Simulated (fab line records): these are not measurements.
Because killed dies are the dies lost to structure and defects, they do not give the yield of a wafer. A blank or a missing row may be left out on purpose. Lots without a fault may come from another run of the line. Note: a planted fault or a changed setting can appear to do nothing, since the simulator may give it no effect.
Which tool was responsible? | flow sky130 | 24 lots, 72 wafers sampled, at 6 steps of a route of 708

## WHAT THE GAUGES READ, wafer by wafer
SKY_CONTACT_CD_MEAS_14: the cd target is 170 nm. Usual: cd_nm at 169.2 nm, with a standard deviation of 1.8.
lot  | measured     | on        | cd_nm (nm)        | flag
L074 | day 31 21:08 | cd_sem-01 | 169.3 168.7 168.2 |
L075 | day 32 00:20 | cd_sem-02 | 170.4 171.4 171.8 |
L076 | day 32 03:49 | cd_sem-01 | 167.9 168.4 168.5 |
L077 | day 32 17:41 | cd_sem-02 | 169.2 169.4 170.1 |
L078 | day 32 18:50 | cd_sem-02 | 166.9 169.8 166.6 |
L079 | day 33 00:51 | cd_sem-02 | 168.0 166.5 165.9 |
L080 | day 33 06:58 | cd_sem-02 | 168.9 169.0 167.9 |
L081 | day 33 14:56 | cd_sem-02 | 166.5 167.5 166.9 |
L082 | day 34 02:35 | cd_sem-02 | 168.4 168.7 167.9 |
L083 | day 34 07:15 | cd_sem-01 | 167.6 167.9 167.7 |
L084 | day 34 09:37 | cd_sem-02 | 168.0 169.8 170.0 |
L085 | day 35 00:59 | cd_sem-01 | 170.6 170.2 169.9 |
L086 | day 35 05:11 | cd_sem-02 | 170.4 171.8 170.7 |
L087 | day 35 12:58 | cd_sem-01 | 168.7 168.6 168.2 |
L088 | day 36 07:23 | cd_sem-02 | 168.3 170.5 171.4 |
L089 | day 36 12:02 | cd_sem-01 | 167.6 170.5 170.7 |
L090 | day 37 01:52 | cd_sem-02 | 168.7 165.9 166.1 |
L091 | day 37 08:25 | cd_sem-02 | 167.7 168.3 167.0 |
L093 | day 37 14:04 | cd_sem-01 | 167.4 169.2 169.4 |
L092 | day 37 14:17 | cd_sem-02 | 173.7 174.9 172.1 |
L094 | day 37 16:46 | cd_sem-02 | 172.4 171.4 170.9 |
L095 | day 38 20:05 | cd_sem-02 | 169.6 169.6 171.1 |
L097 | day 38 21:23 | cd_sem-02 | 170.3 170.7 169.6 |
L096 | day 39 05:25 | cd_sem-02 | 171.7 169.9 170.5 |

SKY_METAL3_OVL_MEAS_14. Usual: METAL3_OVL gives 0 nm (standard deviation 5.2).
lot  | measured     | on         | METAL3_OVL (nm) | flag
L074 | day 38 19:13 | overlay-01 | 1 -1 0          |
L075 | day 38 21:20 | overlay-02 | 7 1 2           |
L076 | day 39 00:43 | overlay-01 | -3 2 -5         |
L077 | day 39 09:24 | overlay-02 | 0 9 -1          |
L078 | day 39 14:15 | overlay-02 | -6 -1 0         |
L079 | day 39 20:16 | overlay-02 | -9 -13 -10      |
L080 | day 40 00:43 | overlay-01 | 4 -6 -6         |
L081 | day 40 07:10 | overlay-02 | -6 0 -4         |
L082 | day 40 20:16 | overlay-02 | 1 5 9           |
L083 | day 40 23:50 | overlay-01 | 9 3 3           |
L084 | day 41 02:43 | overlay-01 | -1 6 7          |
L085 | day 41 14:19 | overlay-01 | 0 -3 -1         |
L086 | day 42 01:24 | overlay-01 | 0 4 7           |
L087 | day 42 03:05 | overlay-02 | -2 -5 -4        |
L088 | day 42 20:24 | overlay-01 | 3 -2 3          |
L089 | day 43 00:01 | overlay-02 | -6 -13 -1       |
L090 | day 43 10:55 | overlay-02 | -6 -4 -1        |
L091 | day 43 20:52 | overlay-02 | 7 9 10          |
L093 | day 43 22:48 | overlay-02 | 0 5 -3          |
L092 | day 43 23:51 | overlay-02 | -2 -5 2         |
L094 | day 44 02:55 | overlay-02 | -3 -4 -5        |
L095 | day 45 02:46 | overlay-01 | 0 -1 -10        |
L097 | day 45 03:49 | overlay-02 | 1 7 3           |
L096 | day 45 07:47 | overlay-01 | 7 5 0           |

## EACH LOT AND THE TOOL THAT RAN IT (in order: tool; ch and the chambers of the sampled wafers; start)
lot  | SKY_LI_CONTACT_SPUTTER_19    | SKY_CONTACT_CMP_27            | SKY_METAL1_SPUTTER_02        | SKY_METAL2_DESCUM_17
L074 | pvd_sputter-04, day 29 11:24 | cmp-01 ch 2,3, day 31 22:22   | pvd_sputter-04, day 31 22:39 | rie_metal-01 ch 0,1, day 35 10:04
L075 | pvd_sputter-04, day 29 14:51 | cmp-02 ch 0,1,2, day 32 01:42 | pvd_sputter-04, day 32 01:54 | rie_metal-04 ch 1, day 35 13:35
L076 | pvd_sputter-04, day 29 19:56 | cmp-01 ch 1,3, day 32 05:03   | pvd_sputter-01, day 32 05:21 | rie_metal-03 ch 0,1, day 35 15:19
L077 | pvd_sputter-02, day 30 08:23 | cmp-02 ch 0,2,3, day 32 18:55 | pvd_sputter-03, day 32 19:16 | rie_metal-03 ch 0,1, day 36 03:41
L078 | pvd_sputter-01, day 30 11:04 | cmp-02 ch 0,2,3, day 32 20:04 | pvd_sputter-03, day 32 20:25 | rie_metal-01 ch 0,1, day 36 06:31
L079 | pvd_sputter-04, day 30 16:04 | cmp-01 ch 0,1,2, day 33 02:10 | pvd_sputter-03, day 33 02:28 | rie_metal-04 ch 0, day 36 12:36
L080 | pvd_sputter-01, day 30 23:15 | cmp-02 ch 0,1,2, day 33 08:18 | pvd_sputter-04, day 33 08:32 | rie_metal-01 ch 0,1, day 36 18:17
L081 | pvd_sputter-02, day 31 07:29 | cmp-02 ch 0,1,3, day 33 16:14 | pvd_sputter-04, day 33 16:32 | rie_metal-04 ch 0, day 37 00:47
L082 | pvd_sputter-02, day 31 19:00 | cmp-02 ch 2,3, day 34 04:10   | pvd_sputter-03, day 34 04:31 | rie_metal-04 ch 0,1, day 37 14:34
L083 | pvd_sputter-01, day 31 22:54 | cmp-02 ch 0,1,3, day 34 08:38 | pvd_sputter-03, day 34 08:59 | rie_metal-01 ch 0,1, day 37 18:16
L084 | pvd_sputter-02, day 32 01:08 | cmp-02 ch 0,1, day 34 10:53   | pvd_sputter-04, day 34 11:14 | rie_metal-04 ch 0,1, day 37 20:29
L085 | pvd_sputter-02, day 32 18:49 | cmp-01 ch 1,2, day 35 02:16   | pvd_sputter-04, day 35 02:37 | rie_metal-04 ch 0,1, day 38 10:05
L086 | pvd_sputter-02, day 32 22:01 | cmp-01 ch 0,2,3, day 35 06:28 | pvd_sputter-04, day 35 06:46 | rie_metal-01 ch 0,1, day 38 15:17
L087 | pvd_sputter-04, day 33 05:42 | cmp-01 ch 0,3, day 35 14:13   | pvd_sputter-03, day 35 14:34 | rie_metal-03 ch 0,1, day 38 22:29
L088 | pvd_sputter-04, day 34 01:02 | cmp-02 ch 0,2,3, day 36 08:40 | pvd_sputter-03, day 36 08:58 | rie_metal-01 ch 1, day 39 16:02
L089 | pvd_sputter-02, day 34 05:11 | cmp-01 ch 0,1,3, day 36 13:18 | pvd_sputter-03, day 36 13:36 | rie_metal-01 ch 1, day 39 20:38
L090 | pvd_sputter-04, day 34 21:30 | cmp-01 ch 0,1,3, day 37 03:13 | pvd_sputter-03, day 37 03:27 | rie_metal-03 ch 0,1, day 40 09:08
L091 | pvd_sputter-02, day 35 02:47 | cmp-02 ch 0,2,3, day 37 09:40 | pvd_sputter-04, day 37 10:00 | rie_metal-03 ch 0,1, day 40 17:32
L093 | pvd_sputter-04, day 35 07:56 | cmp-02 ch 2,3, day 37 15:18   | pvd_sputter-03, day 37 15:39 | rie_metal-01 ch 0,1, day 40 20:41
L092 | pvd_sputter-02, day 35 08:36 | cmp-02 ch 1,2,3, day 37 15:36 | pvd_sputter-04, day 37 15:57 | rie_metal-03 ch 0,1, day 40 21:02
L094 | pvd_sputter-04, day 35 11:25 | cmp-02 ch 0,2,3, day 37 18:05 | pvd_sputter-01, day 37 18:23 | rie_metal-01 ch 1, day 41 00:13
L095 | pvd_sputter-02, day 36 14:33 | cmp-01 ch 0,1,3, day 38 21:24 | pvd_sputter-04, day 38 21:42 | rie_metal-04 ch 0,1, day 42 02:16
L097 | pvd_sputter-02, day 36 15:51 | cmp-01 ch 0,1,3, day 38 22:43 | pvd_sputter-04, day 38 22:58 | rie_metal-01 ch 0,1, day 42 02:46
L096 | pvd_sputter-01, day 37 00:17 | cmp-02 ch 1,2, day 39 06:39   | pvd_sputter-03, day 39 06:57 | rie_metal-03 ch 0,1, day 42 09:44
- SKY_LI_CONTACT_SPUTTER_19: material Ti, target thk 20 nm, time 106.37 s.
- SKY_CONTACT_CMP_27: polishes, stops on SiO2, t overpolish 15 s, target thk 0 nm.
- SKY_METAL1_SPUTTER_02: material AlCu, target thk 250 nm, time 13.3 s.
- SKY_METAL2_DESCUM_17: chemistry O2, time 8 s.

## WHAT THE TOOLS THEMSELVES READ (means of the sampled wafers that have a number; where no wafer has one, the mark that the record gives instead)
SKY_LI_CONTACT_SPUTTER_19. Usual: substrate_temp_c 199.99 C, standard deviation 0.19; throttle_valve_pct 29.9 %, standard deviation 0.74.
lot  | tool           | substrate_temp_c (C) | throttle_valve_pct (%) | flag
L074 | pvd_sputter-04 | 199.87               | 30.1                   |
L075 | pvd_sputter-04 | 199.96               | 30.2                   |
L076 | pvd_sputter-04 | 199.95               | 30.4                   |
L077 | pvd_sputter-02 | 200.07               | 29.2                   |
L078 | pvd_sputter-01 | 200.32               | 30.3                   |
L079 | pvd_sputter-04 | 200.13               | 30.2                   |
L080 | pvd_sputter-01 | 199.87               | 30.1                   |
L081 | pvd_sputter-02 | 200.23               | 30.5                   |
L082 | pvd_sputter-02 | 200.00               | 30.6                   |
L083 | pvd_sputter-01 | 199.81               | 30.5                   |
L084 | pvd_sputter-02 | 199.92               | 30.1                   |
L085 | pvd_sputter-02 | 199.86               | 29.8                   |
L086 | pvd_sputter-02 | 199.99               | 29.9                   |
L087 | pvd_sputter-04 | 200.14               | 30.5                   |
L088 | pvd_sputter-04 | 199.96               | 30.5                   |
L089 | pvd_sputter-02 | 199.88               | 30.0                   |
L090 | pvd_sputter-04 | 200.13               | 30.2                   |
L091 | pvd_sputter-02 | 199.82               | 29.6                   |
L093 | pvd_sputter-04 | 199.97               | 30.4                   |
L092 | pvd_sputter-02 | 200.22               | 29.7                   |
L094 | pvd_sputter-04 | 199.91               | 30.0                   |
L095 | pvd_sputter-02 | 199.94               | 29.7                   |
L097 | pvd_sputter-02 | 199.95               | 29.6                   |
L096 | pvd_sputter-01 | 200.03               | 30.0                   |

SKY_CONTACT_CMP_27. Usual: motor_current_A 11.4 A, standard deviation 0.99; overpolish_run_s 14.999 s, standard deviation 0.0086; time_to_endpoint_s 81 s, standard deviation 3.4.
lot  | tool   | motor_current_A (A) | overpolish_run_s (s) | time_to_endpoint_s (s) | flag
L074 | cmp-01 | 12.2                | 14.996               | 82                     |
L075 | cmp-02 | 11.3                | 15.004               | 78                     |
L076 | cmp-01 | 11.9                | 15.006               | 86                     |
L077 | cmp-02 | 11.0                | 14.995               | 78                     |
L078 | cmp-02 | 10.8                | 14.996               | 80                     |
L079 | cmp-01 | 12.0                | 14.993               | 80                     |
L080 | cmp-02 | 11.4                | 14.998               | 80                     |
L081 | cmp-02 | 10.7                | 15.002               | 79                     |
L082 | cmp-02 | 10.8                | 15.003               | 79                     |
L083 | cmp-02 | 10.7                | 15.010               | 78                     |
L084 | cmp-02 | 11.0                | 15.004               | 79                     |
L085 | cmp-01 | 12.4                | 14.998               | 85                     |
L086 | cmp-01 | 11.7                | 14.999               | 83                     |
L087 | cmp-01 | 11.4                | 14.994               | 79                     |
L088 | cmp-02 | 10.9                | 15.001               | 84                     |
L089 | cmp-01 | 11.5                | 14.995               | 81                     |
L090 | cmp-01 | 12.1                | 15.007               | 80                     |
L091 | cmp-02 | 10.8                | 15.008               | 82                     |
L093 | cmp-02 | 11.1                | 14.997               | 87                     |
L092 | cmp-02 | 11.6                | 14.993               | 81                     |
L094 | cmp-02 | 10.8                | 14.997               | 85                     |
L095 | cmp-01 | 11.9                | 15.002               | 77                     |
L097 | cmp-01 | 11.4                | 14.998               | 80                     |
L096 | cmp-02 | 11.6                | 15.001               | 84                     |

SKY_METAL1_SPUTTER_02. Usual: throttle_valve_pct at 30.2 %, with a standard deviation of 1.4.
lot  | tool           | throttle_valve_pct (%) | flag
L074 | pvd_sputter-04 | 30.3                   |
L075 | pvd_sputter-04 | 30.2                   |
L076 | pvd_sputter-01 | 29.5                   |
L077 | pvd_sputter-03 | 30.5                   |
L078 | pvd_sputter-03 | 29.2                   |
L079 | pvd_sputter-03 | 30.7                   |
L080 | pvd_sputter-04 | 30.1                   |
L081 | pvd_sputter-04 | 30.4                   |
L082 | pvd_sputter-03 | 30.0                   |
L083 | pvd_sputter-03 | 30.7                   |
L084 | pvd_sputter-04 | 30.4                   |
L085 | pvd_sputter-04 | 30.5                   |
L086 | pvd_sputter-04 | 30.4                   |
L087 | pvd_sputter-03 | 30.6                   |
L088 | pvd_sputter-03 | 29.0                   |
L089 | pvd_sputter-03 | 32.4                   |
L090 | pvd_sputter-03 | 30.8                   |
L091 | pvd_sputter-04 | 30.2                   |
L093 | pvd_sputter-03 | 31.5                   |
L092 | pvd_sputter-04 | 30.1                   |
L094 | pvd_sputter-01 | 30.7                   |
L095 | pvd_sputter-04 | 30.3                   |
L097 | pvd_sputter-04 | 30.5                   |
L096 | pvd_sputter-03 | 30.1                   |

SKY_METAL2_DESCUM_17. Usual: drypump_motor_current_A 5.8 A, standard deviation 0.45; oes_product_au 1.000 a.u., standard deviation 0.0077; temp_c 40.00 C, standard deviation 0.1.
lot  | tool         | drypump_motor_current_A (A) | oes_product_au (a.u.) | temp_c (C) | flag
L074 | rie_metal-01 | 5.4                         | 1.007                 | 40.06      |
L075 | rie_metal-04 | 6.0                         | 1.004                 | 40.06      |
L076 | rie_metal-03 | 5.7                         | 0.996                 | 39.93      |
L077 | rie_metal-03 | 5.8                         | 1.000                 | 39.99      |
L078 | rie_metal-01 | 5.3                         | 1.007                 | 39.95      |
L079 | rie_metal-04 | 6.3                         | 0.999                 | 40.04      |
L080 | rie_metal-01 | 5.3                         | 0.994                 | 40.09      |
L081 | rie_metal-04 | 6.3                         | 1.001                 | 39.91      |
L082 | rie_metal-04 | 6.2                         | 1.005                 | 40.02      |
L083 | rie_metal-01 | 5.3                         | 1.007                 | 40.02      |
L084 | rie_metal-04 | 6.2                         | 1.003                 | 40.00      |
L085 | rie_metal-04 | 6.1                         | 1.010                 | 39.97      |
L086 | rie_metal-01 | 5.4                         | 0.989                 | 39.94      |
L087 | rie_metal-03 | 6.0                         | 0.988                 | 40.03      |
L088 | rie_metal-01 | 5.3                         | 1.016                 | 40.02      |
L089 | rie_metal-01 | 5.3                         | 1.003                 | 39.90      |
L090 | rie_metal-03 | 5.7                         | 1.005                 | 39.95      |
L091 | rie_metal-03 | 5.8                         | 0.998                 | 39.90      |
L093 | rie_metal-01 | 5.4                         | 0.993                 | 40.03      |
L092 | rie_metal-03 | 6.1                         | 1.000                 | 39.99      |
L094 | rie_metal-01 | 5.3                         | 0.994                 | 39.88      |
L095 | rie_metal-04 | 6.1                         | 1.003                 | 40.02      |
L097 | rie_metal-01 | 5.4                         | 0.987                 | 40.02      |
L096 | rie_metal-03 | 5.8                         | 0.998                 | 39.92      |

## THE ANSWER, worked out from the rows above alone
Rule: take the mean of a lot's wafers that have a number; if it is more than 3 standard deviations from the usual mean, the lot is off. Also off: a lot with no number at a reading for which 4 or more lots have one. All remaining lots with rows at the step are treated as sound. Order of review: gauges by route order, followed by the tools' own readings, for which a lot's mean as printed above is used. At the first step where some lot is off, the reading lying furthest off is the one used; lots without a number count as furthest.
Nothing can be told from this: no lot is off at any reading shown.

## WHAT THE SIMULATOR HAD PUT IN
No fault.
